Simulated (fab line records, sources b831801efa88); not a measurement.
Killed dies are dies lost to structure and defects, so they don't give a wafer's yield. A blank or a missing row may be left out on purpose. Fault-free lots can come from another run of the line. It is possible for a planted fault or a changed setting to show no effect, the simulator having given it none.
Which tool was responsible? ; flow gf180mcu ; 24 lots, 72 wafers sampled, at 6 steps of a route of 602

== WHAT EACH GAUGE READ, for each wafer ==
GF_V1_THK_MEAS_25: measures by xrf.
lot;measured;on;V1_W_THK (nm)
L074;day 18 23:29;film-metro-01;362 364 360
L075;day 19 06:53;film-metro-03;373 371 373
L076;day 19 15:25;film-metro-01;365 370 368
L077;day 19 23:25;film-metro-01;370 370 376
L078;day 20 05:56;film-metro-03;366 362 369
L079;day 20 16:24;film-metro-03;367 369 370
L080;day 21 06:50;film-metro-01;370 371 375
L081;day 21 15:08;film-metro-03;375 376 374
L082;day 21 22:55;film-metro-01;362 368 366
L083;day 22 07:27;film-metro-03;369 370 371
L084;day 22 14:59;film-metro-03;363 354 360
L085;day 22 17:35;film-metro-01;365 369 365
L086;day 23 08:25;film-metro-03;362 365 368
L087;day 23 14:16;film-metro-04;368 368 371
L088;day 24 01:26;film-metro-01;370 370 372
L089;day 24 06:07;film-metro-03;373 370 373
L090;day 24 13:20;film-metro-03;364 369 366
L091;day 24 20:35;film-metro-01;371 368 378
L092;day 25 05:24;film-metro-03;365 364 366
L093;day 25 11:23;film-metro-01;366 364 364
L094;day 26 01:32;film-metro-01;369 368 362
L095;day 26 03:47;film-metro-04;373 366 365
L096;day 26 11:41;film-metro-04;366 363 363
L097;day 26 15:53;film-metro-01;368 366 372

GF_M2_RS_MEAS_05: the measuring method here is four-point-probe.
lot;measured;on;M2_ALCU_RS (ohm/sq)
L074;day 19 00:04;film-metro-02;0.0700 0.0697 0.0699
L075;day 19 07:28;film-metro-03;0.0700 0.0699 0.0698
L076;day 19 15:59;film-metro-03;0.0700 0.0704 0.0699
L077;day 20 00:01;film-metro-03;0.0696 0.0699 0.0697
L078;day 20 06:32;film-metro-03;0.0711 0.0708 0.0709
L079;day 20 16:59;film-metro-01;0.0700 0.0699 0.0696
L080;day 21 07:25;film-metro-03;0.0696 0.0695 0.0698
L081;day 21 15:44;film-metro-03;0.0693 0.0694 0.0692
L082;day 21 23:31;film-metro-01;0.0696 0.0697 0.0694
L083;day 22 08:04;film-metro-02;0.0687 0.0690 0.0692
L084;day 22 15:35;film-metro-03;0.0698 0.0699 0.0694
L085;day 22 18:10;film-metro-02;0.0695 0.0694 0.0697
L086;day 23 09:01;film-metro-03;0.0694 0.0695 0.0690
L087;day 23 14:51;film-metro-03;0.0689 0.0689 0.0692
L088;day 24 02:01;film-metro-01;0.0703 0.0702 0.0698
L089;day 24 06:42;film-metro-01;0.0698 0.0688 0.0695
L090;day 24 13:55;film-metro-03;0.0721 0.0719 0.0718
L091;day 24 21:16;film-metro-03;0.0688 0.0685 0.0688
L092;day 25 05:59;film-metro-03;0.0705 0.0708 0.0712
L093;day 25 11:58;film-metro-03;0.0700 0.0704 0.0696
L094;day 26 02:07;film-metro-01;0.0697 0.0691 0.0693
L095;day 26 04:23;film-metro-02;0.0690 0.0694 0.0701
L096;day 26 12:16;film-metro-03;0.0696 0.0690 0.0693
L097;day 26 16:29;film-metro-03;0.0700 0.0705 0.0700

GF_PASSIVATION_THK_MEAS_01.
lot;measured;on;PASSIVATION_CVD_00_THK (nm)
L074;day 29 00:21;film-metro-02;1000 984 991
L075;day 29 05:50;film-metro-02;991 1001 1016
L076;day 29 09:48;film-metro-04;992 990 995
L077;day 29 19:40;film-metro-01;1002 1022 1009
L078;day 30 00:35;film-metro-01;987 1006 995
L079;day 30 07:49;film-metro-02;985 986 1020
L080;day 30 21:31;film-metro-02;996 992 995
L081;day 31 01:43;film-metro-01;985 998 1000
L082;day 31 06:14;film-metro-02;1001 1012 1008
L083;day 31 14:44;film-metro-01;1010 1025 1021
L084;day 31 21:24;film-metro-02;985 985 1008
L085;day 31 23:11;film-metro-01;998 994 1014
L086;day 32 09:38;film-metro-02;997 999 1000
L087;day 32 13:50;film-metro-02;1008 1000 1004
L088;day 32 21:13;film-metro-04;982 977 996
L089;day 33 01:25;film-metro-02;993 1013 1011
L090;day 33 05:46;film-metro-01;998 974 1010
L091;day 33 12:16;film-metro-01;986 992 1019
L092;day 33 19:29;film-metro-01;1006 1003 999
L093;day 33 23:13;film-metro-01;999 998 1025
L094;day 34 08:31;film-metro-01;994 1018 1014
L095;day 34 13:17;film-metro-01;988 1010 1020
L096;day 34 17:20;film-metro-02;1008 994 1007
L097;day 34 22:01;film-metro-01;999 997 1010

== WHAT TOOL EACH LOT RAN ON (gives the tool, then ch and the chambers of the sampled wafers, and finally the start) ==
lot;GF_STI_CMP_25;GF_V4_CVD_23;GF_MIM_SPUTTER_02
L074;cmp-01 ch 1,2,3, day 2 06:10;cvd-w-01 ch 1, day 25 06:53;pvd-sputter-02, day 25 07:43
L075;cmp-02 ch 0,1,3, day 2 08:40;cvd-w-02 ch 0,1, day 25 13:50;pvd-sputter-02, day 25 14:34
L076;cmp-01 ch 0,1,3, day 2 14:50;cvd-w-02 ch 0,1, day 25 18:47;pvd-sputter-04, day 25 19:31
L077;cmp-01 ch 1,2,3, day 2 19:42;cvd-w-02 ch 0,1, day 26 04:32;pvd-sputter-03, day 26 05:13
L078;cmp-01 ch 0,1, day 3 00:40;cvd-w-01 ch 0,1, day 26 09:50;pvd-sputter-03, day 26 10:32
L079;cmp-01 ch 1,3, day 3 06:26;cvd-w-01 ch 0,1, day 26 17:57;pvd-sputter-04, day 26 18:41
L080;cmp-01 ch 0,2,3, day 3 10:41;cvd-w-01 ch 0,1, day 27 08:19;pvd-sputter-02, day 27 09:02
L081;cmp-02 ch 1,2,3, day 3 16:08;cvd-w-02 ch 0,1, day 27 13:17;pvd-sputter-04, day 27 14:01
L082;cmp-02 ch 0,1, day 3 22:50;cvd-w-01 ch 0,1, day 27 20:25;pvd-sputter-03, day 27 21:07
L083;cmp-01 ch 0,2,3, day 4 02:55;cvd-w-02 ch 0, day 28 04:02;pvd-sputter-03, day 28 04:46
L084;cmp-02 ch 1,2,3, day 4 06:59;cvd-w-02 ch 0,1, day 28 11:16;pvd-sputter-02, day 28 11:59
L085;cmp-02 ch 1,2,3, day 4 12:31;cvd-w-02 ch 0,1, day 28 14:20;pvd-sputter-03, day 28 15:04
L086;cmp-01 ch 0,1,2, day 4 20:17;cvd-w-02 ch 0,1, day 29 01:58;pvd-sputter-03, day 29 02:39
L087;cmp-01 ch 0,2,3, day 4 22:01;cvd-w-02 ch 0,1, day 29 07:46;pvd-sputter-04, day 29 08:30
L088;cmp-02 ch 0,1,3, day 5 04:34;cvd-w-01 ch 0,1, day 29 15:03;pvd-sputter-04, day 29 15:46
L089;cmp-01 ch 0,1,3, day 5 09:50;cvd-w-01 ch 0, day 29 20:00;pvd-sputter-04, day 29 20:44
L090;cmp-01 ch 0,1,3, day 5 14:14;cvd-w-01 ch 0,1, day 30 03:45;pvd-sputter-03, day 30 04:28
L091;cmp-02 ch 1,2,3, day 5 19:02;cvd-w-01 ch 0,1, day 30 08:50;pvd-sputter-04, day 30 09:33
L092;cmp-01 ch 0,1,3, day 6 01:29;cvd-w-02 ch 0,1, day 30 17:12;pvd-sputter-03, day 30 17:55
L093;cmp-01 ch 0,3, day 6 06:05;cvd-w-01 ch 0,1, day 30 21:50;pvd-sputter-02, day 30 22:34
L094;cmp-01 ch 0,1, day 6 11:29;cvd-w-02 ch 0,1, day 31 07:51;pvd-sputter-04, day 31 08:38
L095;cmp-02 ch 1,2, day 6 17:37;cvd-w-02 ch 0,1, day 31 12:20;pvd-sputter-02, day 31 13:04
L096;cmp-02 ch 0,1,3, day 6 22:31;cvd-w-01 ch 0, day 31 18:05;pvd-sputter-02, day 31 18:48
L097;cmp-02 ch 0,1,3, day 7 02:25;cvd-w-02 ch 1, day 31 21:55;pvd-sputter-04, day 31 22:38
- GF_STI_CMP_25: polishes, stops on Si3N4, t overpolish 33 s, target thk 524.6 nm.
- GF_V4_CVD_23: deposits W, target thk 350 nm, time 104.9 s.
- GF_MIM_SPUTTER_02: material AlCu, target thk 450 nm, time 23.9 s.

== AS READ BY THE TOOLS THEMSELVES (means over the sampled wafers that have a number; for cases with no such wafer, the mark the record gives instead) ==
GF_STI_CMP_25.
lot;tool;head-pressure-psi (psi);motor-current-A (A);overpolish-run-s (s);time-to-endpoint-s (s)
L074;cmp-01;4.001;12.3;32.993;124
L075;cmp-02;4.002;11.4;33.012;116
L076;cmp-01;4.001;12.9;33.005;122
L077;cmp-01;3.994;12.3;32.990;125
L078;cmp-01;3.990;12.0;33.000;124
L079;cmp-01;3.992;12.0;33.003;122
L080;cmp-01;4.003;12.4;33.009;125
L081;cmp-02;3.998;11.9;33.004;122
L082;cmp-02;3.993;11.3;32.997;119
L083;cmp-01;3.999;12.8;33.000;122
L084;cmp-02;4.010;12.6;32.996;116
L085;cmp-02;4.007;12.6;33.001;123
L086;cmp-01;4.003;12.0;33.005;121
L087;cmp-01;3.990;12.1;32.997;117
L088;cmp-02;4.002;11.9;32.998;120
L089;cmp-01;3.999;12.4;33.003;131
L090;cmp-01;4.003;12.7;33.006;124
L091;cmp-02;4.004;12.3;33.005;116
L092;cmp-01;3.997;12.4;32.998;122
L093;cmp-01;4.002;13.2;33.008;127
L094;cmp-01;3.993;12.4;33.007;127
L095;cmp-02;3.977;11.7;33.000;118
L096;cmp-02;3.997;11.3;33.001;117
L097;cmp-02;4.000;11.5;33.001;120

GF_V4_CVD_23.
lot;tool;chamber-pressure-Torr (Torr);heater-power-w (W)
L074;cvd-w-01;40.03;814
L075;cvd-w-02;40.00;1041
L076;cvd-w-02;40.01;1059
L077;cvd-w-02;39.95;1019
L078;cvd-w-01;39.94;773
L079;cvd-w-01;40.04;812
L080;cvd-w-01;39.99;794
L081;cvd-w-02;40.03;1068
L082;cvd-w-01;40.01;817
L083;cvd-w-02;40.15;1083
L084;cvd-w-02;39.98;1046
L085;cvd-w-02;40.00;1049
L086;cvd-w-02;39.90;1064
L087;cvd-w-02;39.93;1026
L088;cvd-w-01;39.95;782
L089;cvd-w-01;40.01;760
L090;cvd-w-01;40.04;804
L091;cvd-w-01;40.00;811
L092;cvd-w-02;39.96;1069
L093;cvd-w-01;39.98;817
L094;cvd-w-02;39.94;1069
L095;cvd-w-02;40.09;1047
L096;cvd-w-01;39.91;758
L097;cvd-w-02;40.00;1015

GF_MIM_SPUTTER_02.
lot;tool;throttle-valve-pct (%)
L074;pvd-sputter-02;30.6
L075;pvd-sputter-02;28.5
L076;pvd-sputter-04;29.5
L077;pvd-sputter-03;30.1
L078;pvd-sputter-03;30.2
L079;pvd-sputter-04;30.0
L080;pvd-sputter-02;29.7
L081;pvd-sputter-04;30.3
L082;pvd-sputter-03;29.2
L083;pvd-sputter-03;29.0
L084;pvd-sputter-02;28.7
L085;pvd-sputter-03;29.3
L086;pvd-sputter-03;29.8
L087;pvd-sputter-04;29.9
L088;pvd-sputter-04;30.9
L089;pvd-sputter-04;29.4
L090;pvd-sputter-03;29.0
L091;pvd-sputter-04;29.9
L092;pvd-sputter-03;29.3
L093;pvd-sputter-02;30.4
L094;pvd-sputter-04;29.9
L095;pvd-sputter-02;29.9
L096;pvd-sputter-02;30.6
L097;pvd-sputter-04;30.7

== THE ANSWER, worked out from the rows above alone ==
Rule: the usual values come from the lots themselves. The widest of any qualifying gaps counts: lots, ordered by their means at a reading, are off when they make up no more than a third of the lots, leave a main group of 4 or more, and stand apart from it by 3 or more times the standard deviation of that group's means. The tables above print the reading to a certain number of digits; a main group whose means all agree to those digits is not used. A lot without any number at a reading at which 4 lots or more have one is off too. Where the step has rows for the other lots, those lots are counted as sound. Order of review: gauges by route order, followed by the tools' own readings, for which a lot's mean as printed above is used. At the first step where some lot is off, the reading lying furthest off is the one used; lots without a number count as furthest.
Across all readings shown, no lot is off: no conclusion can be drawn from this.

== WHAT HAD BEEN PUT IN BY THE SIMULATOR ==
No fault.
